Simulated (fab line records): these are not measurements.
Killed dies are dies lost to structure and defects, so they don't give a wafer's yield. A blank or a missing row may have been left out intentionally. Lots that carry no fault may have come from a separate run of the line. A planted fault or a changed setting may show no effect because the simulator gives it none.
fab line records	flow gf180mcu
record: lots: 5	wafers: 15	last-day: 34
route steps=602 shown HV_LDD@208
lots that met no fault: from a run of the same line without faults
start-h: hours from the record's opening day to when the first of the lot's shown wafers began	wait-h: time in hours since the lot's previous step	" identical to the entry in the row above	L1.1+2: a single row standing in for several wafers	- value missing, or start not given	* or withheld: withheld	< > ~ a bound
route shown NAME@n: a module of which the file shows steps, and the number in the route of the first	usual: average and standard deviation across the fault-free wafers	same: alike in all rows	chamber/n: place in a boat	sites: the reading at each site	_std_site: how widely they spread, as a standard deviation	_edge_site: inner sites' mean taken away from outer sites' mean	radius-mm: for every site, how far away it sits from the centre of the wafer	mask NAME#n: copy n	behind: tool/chamber where the wafer was last shaped	hold: what put the lot on hold/how long, in hours/how the hold closed	device: the transistor (n, p or np) that didn't switch	end of line: the route-end tests of the same wafers	step lacking rows: just its recipe	killed: the dies lost at the first sort to structure and to defects; this is not the yield of the wafer	map: the dies of a wafer, with x for killed, . for not killed, _ for no die there
set.NAME: the run value of the setting; set.NAME@STEP: its run value at that earlier step	model.NAME: the simulator's own value behind a step, which no gauge read
a table for each step, a row for each wafer; lots at some steps of the route
services: the hour from which a tool's chamber was out of use, counted from the record's first day as start-h (under 0 if before that day), plus the number of hours and why
== steps ==
step: GF_HV_LDD_OVL_MEAS_32
usual: HV_LDD_02_OVL: -0.8/1.5
lot.wafer	tool	chamber	start-h	wait-h	HV_LDD_02_OVL[nm]
L079.2	overlay-01	-	294.42	0.1	-3.3
L079.3	"	-	"	"	-3.2
L079.6	"	-	"	"	-3.3
L082.2	overlay-01	-	316.92	0.1	2.0
L082.4	"	-	"	"	0.6
L082.6	"	-	"	"	2.4
L085.2	overlay-02	-	339.72	0.1	1.9
L085.3	"	-	"	"	1.0
L085.5	"	-	"	"	-0.6
L090.1	overlay-01	-	382.61	0.1	-2.2
L090.3	"	-	"	"	-0.7
L090.4	"	-	"	"	-0.2
L095.3	overlay-02	-	419.78	0.1	-1.0
L095.5	"	-	"	"	0.0
L095.6	"	-	"	"	0.4
step: GF_HV_LDD_IMPLANT_33
recipe: species: P	energy-kev: 60	dose-cm2: 7.5e+12	tilt-deg: 30	rotation-deg: 0
usual: faraday-current-uA: 42.4/0.87
lot.wafer	tool	chamber	start-h	wait-h	faraday-current-uA
L079.2	implanter-03	0	294.47	0.0	42.8
L079.3	"	0	"	"	42.6
L079.6	"	0	"	"	43.6
L082.2	implanter-03	0	316.97	0.0	42.5
L082.4	"	0	"	"	41.7
L082.6	"	0	"	"	42.3
L085.2	implanter-04	0	339.78	0.0	42.4
L085.3	"	0	"	"	41.6
L085.5	"	0	"	"	42.9
L090.1	implanter-04	0	382.65	0.0	43.2
L090.3	"	0	"	"	43.7
L090.4	"	0	"	"	43.0
L095.3	implanter-04	0	419.85	0.1	41.2
L095.5	"	0	"	"	42.3
L095.6	"	0	"	"	42.7
step: GF_HV_LDD_IMPLANT_34
recipe: species: P	energy-kev: 60	dose-cm2: 7.5e+12	tilt-deg: 30	rotation-deg: 90
usual: faraday-current-uA: 42.3/0.83
lot.wafer	tool	chamber	start-h	wait-h	faraday-current-uA
L079.2	implanter-03	0	294.62	0.1	41.5
L079.3	"	0	"	"	42.5
L079.6	"	0	"	"	43.8
L082.2	implanter-03	0	317.12	0.1	42.5
L082.4	"	0	"	"	42.6
L082.6	"	0	"	"	40.8
L085.2	implanter-04	0	339.93	0.1	42.6
L085.3	"	0	"	"	41.3
L085.5	"	0	"	"	44.1
L090.1	implanter-04	0	382.80	0.1	43.4
L090.3	"	0	"	"	41.6
L090.4	"	0	"	"	42.3
L095.3	implanter-04	0	420.00	0.1	40.7
L095.5	"	0	"	"	42.6
L095.6	"	0	"	"	43.5
step: GF_HV_LDD_IMPLANT_35
recipe: species: P	energy-kev: 60	dose-cm2: 7.5e+12	tilt-deg: 30	rotation-deg: 180
usual: faraday-current-uA: 42.3/0.89
lot.wafer	tool	chamber	start-h	wait-h	faraday-current-uA
L079.2	implanter-03	0	294.77	0.1	42.2
L079.3	"	0	"	"	42.4
L079.6	"	0	"	"	43.7
L082.2	implanter-03	0	317.27	0.1	41.7
L082.4	"	0	"	"	42.3
L082.6	"	0	"	"	41.7
L085.2	implanter-04	0	340.08	0.1	42.8
L085.3	"	0	"	"	42.4
L085.5	"	0	"	"	41.8
L090.1	implanter-04	0	382.95	0.1	43.4
L090.3	"	0	"	"	40.8
L090.4	"	0	"	"	43.3
L095.3	implanter-04	0	420.15	0.1	40.7
L095.5	"	0	"	"	41.9
L095.6	"	0	"	"	41.5
step: GF_HV_LDD_IMPLANT_36
recipe: species: P	energy-kev: 60	dose-cm2: 7.5e+12	tilt-deg: 30	rotation-deg: 270
usual: faraday-current-uA: 42.2/0.75
lot.wafer	tool	chamber	start-h	wait-h	faraday-current-uA
L079.2	implanter-03	0	294.92	0.1	41.5
L079.3	"	0	"	"	42.9
L079.6	"	0	"	"	42.0
L082.2	implanter-03	0	317.42	0.1	41.9
L082.4	"	0	"	"	42.4
L082.6	"	0	"	"	43.7
L085.2	implanter-04	0	340.23	0.1	42.6
L085.3	"	0	"	"	42.0
L085.5	"	0	"	"	43.3
L090.1	implanter-04	0	383.10	0.1	41.9
L090.3	"	0	"	"	42.3
L090.4	"	0	"	"	42.7
L095.3	implanter-04	0	420.30	0.1	41.2
L095.5	"	0	"	"	42.6
L095.6	"	0	"	"	42.2
step: GF_HV_LDD_STRIP_37
recipe: chemistry: O2/N2	power-w: 1400	pressure-mtorr: 1500	platen-temp-c: 250	o2-flow-sccm: 3000	n2-flow-sccm: 300	overash-fraction: 0.5
usual: drypump-motor-current-A: 5.9/0.54	heater-power-w: 355/44	oes-product-au: 0.716/0.0042	strip-time-to-endpoint-s: 12.64/0.038
lot.wafer	tool	chamber	start-h	wait-h	drypump-motor-current-A	heater-power-w	oes-product-au	rf-hours-counter-h	strip-time-to-endpoint-s
L079.2	plasma-asher-04	1	295.05	0.1	5.9	326	0.717	49	12.66
L079.3	"	0	"	"	6.2	295	0.721	-	12.60
L079.6	"	0	"	"	6.2	293	0.717	-	12.60
L082.2	plasma-asher-03	0	317.55	0.1	6.0	422	0.718	70	12.63
L082.4	"	1	"	"	4.8	348	0.715	-	12.62
L082.6	"	1	"	"	4.8	348	0.710	-	12.63
L085.2	plasma-asher-01	1	340.35	0.1	6.5	419	0.719	23	12.59
L085.3	"	0	"	"	6.1	337	0.704	-	12.60
L085.5	"	1	"	"	6.5	412	0.712	-	12.62
L090.1	plasma-asher-03	0	383.25	0.1	6.0	413	0.720	76	12.68
L090.3	"	1	"	"	4.8	351	0.714	-	12.67
L090.4	"	0	"	"	6.0	413	0.721	-	12.67
L095.3	plasma-asher-04	0	420.43	0.1	6.2	306	0.712	-	12.64
L095.5	"	0	"	"	6.2	294	0.710	-	12.65
L095.6	"	1	"	"	5.9	331	0.719	-	12.68
step: GF_HV_LDD_TW_MEAS_38
usual: HV_LDD_3_TW: 1425/6.9
lot.wafer	tool	chamber	start-h	wait-h	HV_LDD_3_TW
L079.2	film-metro-02	-	295.16	0.1	1439
L079.3	"	-	"	"	1437
L079.6	"	-	"	"	1445
L082.2	film-metro-02	-	317.66	0.1	1428
L082.4	"	-	"	"	1431
L082.6	"	-	"	"	1429
L085.2	film-metro-04	-	340.46	0.1	1418
L085.3	"	-	"	"	1426
L085.5	"	-	"	"	1425
L090.1	film-metro-02	-	383.35	0.1	1429
L090.3	"	-	"	"	1428
L090.4	"	-	"	"	1435
L095.3	film-metro-02	-	420.52	0.1	1427
L095.5	"	-	"	"	1425
L095.6	"	-	"	"	1426
step: GF_HV_LDD_DEHYDRATE_39
recipe: temp-c: 200	time-s: 60
usual: exhaust-pa: 45.0/0.93
lot.wafer	tool	chamber	start-h	wait-h	exhaust-pa
L079.2	litho-track-02	0	305.22	10.1	46.6
L079.3	"	0	"	"	46.1
L079.6	"	0	"	"	45.7
L082.2	litho-track-02	0	327.22	9.6	47.5
L082.4	"	0	"	"	46.7
L082.6	"	0	"	"	45.9
L085.2	litho-track-04	0	350.22	9.7	45.8
L085.3	"	0	"	"	45.0
L085.5	"	0	"	"	44.7
L090.1	litho-track-02	0	393.85	10.5	45.8
L090.3	"	0	"	"	45.1
L090.4	"	0	"	"	47.0
L095.3	litho-track-02	0	432.89	12.4	45.1
L095.5	"	0	"	"	46.7
L095.6	"	0	"	"	46.1
step: GF_HV_LDD_HMDS_40
recipe: prime-time-s: 60	prime-temp-c: 120
usual: exhaust-pa: 45.2/0.92
lot.wafer	tool	chamber	start-h	wait-h	exhaust-pa
L079.2	litho-track-02	0	305.37	0.1	45.1
L079.3	"	0	"	"	44.4
L079.6	"	0	"	"	45.1
L082.2	litho-track-02	0	327.37	0.1	45.3
L082.4	"	0	"	"	43.9
L082.6	"	0	"	"	45.2
L085.2	litho-track-04	0	350.37	0.1	46.3
L085.3	"	0	"	"	44.5
L085.5	"	0	"	"	44.5
L090.1	litho-track-02	0	394.00	0.1	46.1
L090.3	"	0	"	"	44.4
L090.4	"	0	"	"	44.9
L095.3	litho-track-02	0	433.04	0.1	46.1
L095.5	"	0	"	"	45.8
L095.6	"	0	"	"	47.6
step: GF_HV_LDD_COAT_41
recipe: resist: NOVOLAK	spin-rpm: 3000	resist-thk-nm: 1000
usual: exhaust-pa: 45.0/0.92
lot.wafer	tool	chamber	start-h	wait-h	exhaust-pa
L079.2	litho-track-02	0	305.52	0.1	45.3
L079.3	"	0	"	"	45.0
L079.6	"	0	"	"	44.9
L082.2	litho-track-02	0	327.52	0.1	44.7
L082.4	"	0	"	"	43.6
L082.6	"	0	"	"	44.0
L085.2	litho-track-04	0	350.52	0.1	44.6
L085.3	"	0	"	"	43.1
L085.5	"	0	"	"	45.1
L090.1	litho-track-02	0	394.15	0.1	45.9
L090.3	"	0	"	"	45.1
L090.4	"	0	"	"	44.7
L095.3	litho-track-02	0	433.19	0.1	45.2
L095.5	"	0	"	"	46.9
L095.6	"	0	"	"	46.0
step: GF_HV_LDD_SOFTBAKE_42
recipe: temp-c: 90	time-s: 60	resist: NOVOLAK
usual: exhaust-pa: 45.2/0.84
lot.wafer	tool	chamber	start-h	wait-h	exhaust-pa
L079.2	litho-track-02	0	305.67	0.1	44.8
L079.3	"	0	"	"	44.3
L079.6	"	0	"	"	44.7
L082.2	litho-track-02	0	327.67	0.1	46.4
L082.4	"	0	"	"	44.7
L082.6	"	0	"	"	45.1
L085.2	litho-track-04	0	350.67	0.1	43.1
L085.3	"	0	"	"	43.1
L085.5	"	0	"	"	45.1
L090.1	litho-track-02	0	394.30	0.1	44.5
L090.3	"	0	"	"	45.3
L090.4	"	0	"	"	45.9
L095.3	litho-track-02	0	433.34	0.1	45.2
L095.5	"	0	"	"	45.9
L095.6	"	0	"	"	46.1
step: GF_HV_LDD_EXPOSE_43
recipe: mask-id: Pplus_HV_AREA	target-cd-nm: 400	na: 0.6	source-shape: conventional	sigma-outer: 0.6	dose-mj: 140
lot.wafer	tool	chamber	start-h	wait-h	mask
L079.2+3+6	iline-stepper-02	0	-	-	Pplus_HV_AREA#0
L082.2+4+6	iline-stepper-02	0	-	-	Pplus_HV_AREA#0
L085.2+3+5	iline-stepper-02	0	-	-	Pplus_HV_AREA#0
L090.1+3+4	iline-stepper-02	0	-	-	Pplus_HV_AREA#0
L095.3+5+6	iline-stepper-01	0	-	-	Pplus_HV_AREA#0
step: GF_HV_LDD_PEB_44
recipe: temp-c: withheld	time-s: *	resist: NOVOLAK
usual: exhaust-pa: 45.0/0.93
lot.wafer	tool	chamber	start-h	wait-h	exhaust-pa
L079.2	litho-track-04	0	-	-	43.7
L079.3	"	0	"	"	44.6
L079.6	"	0	"	"	44.1
L082.2	litho-track-02	0	-	-	44.9
L082.4	"	0	"	"	45.3
L082.6	"	0	"	"	44.9
L085.2	litho-track-02	0	-	-	44.1
L085.3	"	0	"	"	44.2
L085.5	"	0	"	"	44.1
L090.1	litho-track-04	0	-	-	45.0
L090.3	"	0	"	"	45.1
L090.4	"	0	"	"	45.6
L095.3	litho-track-04	0	-	-	45.6
L095.5	"	0	"	"	44.6
L095.6	"	0	"	"	44.1
step: GF_HV_LDD_DEVELOP_45
recipe: develop-time-s: 60	dev-temp-c: 23
usual: exhaust-pa: 45.0/0.8
lot.wafer	tool	chamber	start-h	wait-h	exhaust-pa
L079.2	litho-track-04	0	316.37	0.1	45.2
L079.3	"	0	"	"	45.5
L079.6	"	0	"	"	45.3
L082.2	litho-track-02	0	338.57	0.1	46.1
L082.4	"	0	"	"	45.4
L082.6	"	0	"	"	45.0
L085.2	litho-track-02	0	361.82	0.1	46.2
L085.3	"	0	"	"	44.8
L085.5	"	0	"	"	45.3
L090.1	litho-track-04	0	405.89	0.1	44.2
L090.3	"	0	"	"	43.8
L090.4	"	0	"	"	44.1
L095.3	litho-track-04	0	444.99	0.1	45.1
L095.5	"	0	"	"	44.5
L095.6	"	0	"	"	44.7
step: GF_HV_LDD_CD_MEAS_46
recipe: target-cd-nm: 400
usual: cd-nm: 400.3/2.2
lot.wafer	tool	chamber	start-h	wait-h	cd-nm
L079.2	cd-sem-02	-	316.51	0.1	403.5
L079.3	"	-	"	"	398.8
L079.6	"	-	"	"	401.7
L082.2	cd-sem-01	-	338.72	0.1	400.9
L082.4	"	-	"	"	402.3
L082.6	"	-	"	"	402.5
L085.2	cd-sem-02	-	361.97	0.1	402.2
L085.3	"	-	"	"	403.5
L085.5	"	-	"	"	402.4
L090.1	cd-sem-02	-	406.04	0.1	397.5
L090.3	"	-	"	"	398.9
L090.4	"	-	"	"	399.2
L095.3	cd-sem-02	-	445.13	0.1	399.4
L095.5	"	-	"	"	399.9
L095.6	"	-	"	"	399.5
step: GF_HV_LDD_OVL_MEAS_47
usual: HV_LDD_03_OVL: 0.1/1.6
lot.wafer	tool	chamber	start-h	wait-h	HV_LDD_03_OVL[nm]
L079.2	overlay-01	-	316.62	0.1	-1.6
L079.3	"	-	"	"	-1.6
L079.6	"	-	"	"	-3.3
L082.2	overlay-01	-	338.82	0.1	-0.1
L082.4	"	-	"	"	-2.3
L082.6	"	-	"	"	-2.0
L085.2	overlay-01	-	362.07	0.1	-0.6
L085.3	"	-	"	"	0.4
L085.5	"	-	"	"	-0.7
L090.1	overlay-02	-	406.16	0.1	-0.1
L090.3	"	-	"	"	1.0
L090.4	"	-	"	"	0.6
L095.3	overlay-02	-	445.22	0.1	0.2
L095.5	"	-	"	"	1.5
L095.6	"	-	"	"	-0.6
step: GF_HV_LDD_IMPLANT_48
recipe: species: B	energy-kev: 25	dose-cm2: 3e+13	tilt-deg: 7
usual: faraday-current-uA: 169/3.5
lot.wafer	tool	chamber	start-h	wait-h	faraday-current-uA
L079.2	implanter-01	0	316.67	0.0	172
L079.3	"	0	"	"	167
L079.6	"	0	"	"	167
L082.2	implanter-01	0	338.88	0.0	165
L082.4	"	0	"	"	166
L082.6	"	0	"	"	166
L085.2	implanter-03	0	362.13	0.0	172
L085.3	"	0	"	"	172
L085.5	"	0	"	"	173
L090.1	implanter-01	0	406.20	0.0	169
L090.3	"	0	"	"	172
L090.4	"	0	"	"	173
L095.3	implanter-03	0	445.30	0.1	167
L095.5	"	0	"	"	172
L095.6	"	0	"	"	171
step: GF_HV_LDD_STRIP_49
recipe: chemistry: O2/N2	power-w: 1400	pressure-mtorr: 1500	platen-temp-c: 250	o2-flow-sccm: 3000	n2-flow-sccm: 300	overash-fraction: 0.5
usual: drypump-motor-current-A: 5.9/0.57	heater-power-w: 363/42	oes-product-au: 0.716/0.0049	strip-time-to-endpoint-s: 12.64/0.034
lot.wafer	tool	chamber	start-h	wait-h	drypump-motor-current-A	heater-power-w	oes-product-au	rf-hours-counter-h	strip-time-to-endpoint-s
L079.2	plasma-asher-04	1	316.80	0.1	5.9	325	0.718	52	12.65
L079.3	"	0	"	"	6.2	300	0.715	-	12.66
L079.6	"	0	"	"	6.2	300	0.715	-	12.67
L082.2	plasma-asher-03	1	339.00	0.1	4.8	347	0.720	72	12.66
L082.4	"	0	"	"	6.0	418	0.717	-	12.64
L082.6	"	1	"	"	4.8	353	0.714	-	12.64
L085.2	plasma-asher-04	0	362.25	0.1	6.2	311	0.710	56	12.53
L085.3	"	0	"	"	6.2	292	0.727	-	12.59
L085.5	"	1	"	"	5.9	332	0.718	-	12.54
L090.1	plasma-asher-01	0	406.35	0.1	6.1	340	0.715	30	12.60
L090.3	"	0	"	"	6.1	342	0.718	-	12.64
L090.4	"	1	"	"	6.5	417	0.709	-	12.63
L095.3	plasma-asher-01	0	445.43	0.1	6.1	336	0.720	-	12.65
L095.5	"	1	"	"	6.5	416	0.716	-	12.62
L095.6	"	0	"	"	6.1	345	0.710	-	12.65
step: GF_HV_LDD_TW_MEAS_50
usual: HV_LDD_4_TW: 565/3.3
lot.wafer	tool	chamber	start-h	wait-h	HV_LDD_4_TW
L079.2	film-metro-02	-	316.91	0.1	567
L079.3	"	-	"	"	567
L079.6	"	-	"	"	568
L082.2	film-metro-04	-	339.11	0.1	566
L082.4	"	-	"	"	563
L082.6	"	-	"	"	564
L085.2	film-metro-04	-	362.36	0.1	569
L085.3	"	-	"	"	571
L085.5	"	-	"	"	567
L090.1	film-metro-04	-	406.45	0.1	564
L090.3	"	-	"	"	563
L090.4	"	-	"	"	566
L095.3	film-metro-01	-	445.52	0.1	564
L095.5	"	-	"	"	566
L095.6	"	-	"	"	562
step: GF_HV_LDD_CLEAN_51
recipe: chemistry: SC1/SC2	mix: 1:4:20	temp-c: 70	time-s: 150	dry: n2-spin
lot.wafer	tool	chamber	start-h	wait-h
L079.2+3+6	wet-bench-02	1	316.96	0.0
L082.2+4+6	wet-bench-02	0	339.16	0.0
L085.2+3+5	wet-bench-04	1	362.41	0.0
L090.1+3+4	wet-bench-01	0	406.51	0.1
L095.3+5+6	wet-bench-01	1	445.56	0.0
step: GF_HV_LDD_RTA_52
recipe: temp-c: 1000	time-s: 10	ambient: N2
usual: anneal-temp-c-max: 1003.7/0.66	lamp-power-pct: 30/3.5	wafer_temp_C_max: 1004.7/0.97
lot.wafer	tool	chamber	start-h	wait-h	anneal-temp-c-max	lamp-power-pct	wafer_temp_C_max
L079.2	rtp-anneal-01	0	317.02	0.0	1003.3	27	1007.5
L079.3	"	0	"	"	1004.1	27	1006.6
L079.6	"	0	"	"	1002.4	27	1003.9
L082.2	rtp-anneal-02	0	339.23	0.0	1004.4	34	1005.4
L082.4	"	0	"	"	1004.6	34	1004.5
L082.6	"	0	"	"	1002.6	34	1003.4
L085.2	rtp-anneal-02	0	362.48	0.0	1003.2	34	1004.6
L085.3	"	0	"	"	1004.3	34	1004.3
L085.5	"	0	"	"	1005.2	34	1003.6
L090.1	rtp-anneal-01	0	406.56	0.0	1003.1	27	1005.0
L090.3	"	0	"	"	1004.5	27	1004.2
L090.4	"	0	"	"	1003.8	27	1005.5
L095.3	rtp-anneal-01	0	445.63	0.0	1004.4	27	1005.5
L095.5	"	0	"	"	1003.5	27	1005.3
L095.6	"	0	"	"	1004.3	27	1003.5
step: GF_HV_LDD_RS_MEAS_53
recipe: thk-meas-gauge: four-point-probe
usual: HV_LDD_RS: 418.7/0.96
lot.wafer	tool	chamber	start-h	wait-h	HV_LDD_RS[ohm/sq]
L079.2	film-metro-01	-	317.10	0.1	420.1
L079.3	"	-	"	"	418.1
L079.6	"	-	"	"	420.3
L082.2	film-metro-02	-	339.37	0.1	418.8
L082.4	"	-	"	"	419.3
L082.6	"	-	"	"	418.3
L085.2	film-metro-02	-	362.62	0.1	417.4
L085.3	"	-	"	"	417.9
L085.5	"	-	"	"	418.0
L090.1	film-metro-02	-	406.62	0.1	418.7
L090.3	"	-	"	"	418.6
L090.4	"	-	"	"	418.4
L095.3	film-metro-04	-	445.72	0.1	418.9
L095.5	"	-	"	"	419.1
L095.6	"	-	"	"	418.4
step: GF_HV_LDD_CVD_54
recipe: material: SiO2	target-thk-nm: 10	precursor: TEOS	temp-c: 680	time-s: 75	pressure-mtorr: 400
usual: spike-tc-upper-C: 679.5/1.1	zone-power-lower-pct: 11.2/0.95	zone-power-upper-pct: 10.9/0.41
lot.wafer	tool	chamber	start-h	wait-h	spike-tc-upper-C	zone-power-lower-pct	zone-power-upper-pct
L079.2	lpcvd-02	1	317.20	0.1	680.2	9.4	10.0
L079.3	"	1	"	"	679.4	9.6	10.3
L079.6	"	1	"	"	680.8	9.5	10.1
L082.2	lpcvd-01	0	339.47	0.1	677.5	11.6	10.8
L082.4	"	0	"	"	680.4	11.5	10.9
L082.6	"	0	"	"	679.7	11.7	10.9
L085.2	lpcvd-02	0	363.21	0.6	677.6	11.9	11.0
L085.3	"	0	"	"	677.9	11.9	11.1
L085.5	"	0	"	"	680.3	12.0	10.9
L090.1	lpcvd-02	0	406.74	0.1	677.9	12.3	11.0
L090.3	"	0	"	"	680.1	12.0	11.1
L090.4	"	0	"	"	677.0	12.1	10.9
L095.3	lpcvd-02	0	445.80	0.1	678.7	12.0	11.0
L095.5	"	0	"	"	679.1	12.0	11.1
L095.6	"	0	"	"	679.8	12.3	11.0
== services ==
tool	chamber	start-h	hours	kind
plasma-asher-04	-	274.91	2.8	pm
plasma-asher-03	-	277.39	1.5	repair
iline-stepper-02	-	283.11	4.4	pm
iline-stepper-01	-	292.14	1.7	pm
iline-stepper-02	-	294.86	2.4	repair
wet-bench-02	-	294.91	4.3	repair
plasma-asher-01	-	304.10	3.2	repair
iline-stepper-01	-	313.72	1.0	repair
iline-stepper-02	-	339.81	7.3	repair
implanter-03	-	345.41	1.9	repair
lpcvd-02	-	350.10	0.5	repair
implanter-03	-	364.15	6.1	pm
iline-stepper-02	-	372.68	4.6	repair
implanter-04	-	378.77	1.1	repair
iline-stepper-01	-	380.80	4.4	pm
lpcvd-01	-	392.17	0.8	repair
implanter-03	-	407.66	3.5	repair
implanter-04	-	410.74	5.0	pm
iline-stepper-01	-	415.91	2.1	pm
iline-stepper-01	-	418.00	-	consumable-replace:lamp
plasma-asher-01	-	427.12	15.2	repair
== key ==
fault none
